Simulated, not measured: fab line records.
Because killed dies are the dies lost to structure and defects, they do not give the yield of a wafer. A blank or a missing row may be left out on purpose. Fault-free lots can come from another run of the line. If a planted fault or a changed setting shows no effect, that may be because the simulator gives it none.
Matching of chambers | flow sky130 | 4 sister chambers for SKY_VIA4_ETCH_12 on rie diel-03
The step etches SiO2 in C4F8/O2/Ar, stops on TiN, target depth 580 nm. 4 wafers are shown with their chamber, then 7 later ones without.

== EACH WAFER AND ITS CHAMBER ==
wafer  | chamber | oes product au (a.u.)
L079.6 | 2       | 0.926
L088.5 | 1       | 0.924
L089.4 | 3       | 0.922
L089.5 | 0       | 0.919

== WAFERS WHOSE CHAMBER IS MISSING ==
wafer  | oes product au (a.u.)
L089.6 | 0.930
L090.1 | 0.929
L090.2 | 0.922
L090.3 | 0.937
L091.4 | 0.926
L091.5 | 0.931
L091.6 | 0.925

== EACH ONE'S CHAMBER ==
wafer  | from the rows above               | in truth
L089.6 | can't be placed: 2 or 1 or 3 or 0 | 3
L090.1 | can't be placed: 2 or 1 or 3 or 0 | 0
L090.2 | can't be placed: 3 or 1 or 0 or 2 | 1
L090.3 | can't be placed: 2 or 1 or 3 or 0 | 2
L091.4 | can't be placed: 2 or 1 or 3 or 0 | 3
L091.5 | can't be placed: 2 or 1 or 3 or 0 | 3
L091.6 | can't be placed: 1 or 2 or 3 or 0 | 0
Correct placement for 0 of the 7. From these rows, 7 cannot be placed; in 7 the true chamber is one of the candidates. Placed wrongly: 0.
How it was worked out, from the rows above alone: a wafer's distance from a chamber is the root of the sum, over the readings, of the square of ((its reading less the chamber's mean) divided by the reading's scatter). If the next closest chamber is less than 2 further off than the closest, the wafer can't be placed; otherwise it belongs to the closest. Each chamber's mean is taken over the wafers shown for it. The scatter: root of mean squared gap, hidden wafer to nearest shown wafer, with one shown wafer a chamber.
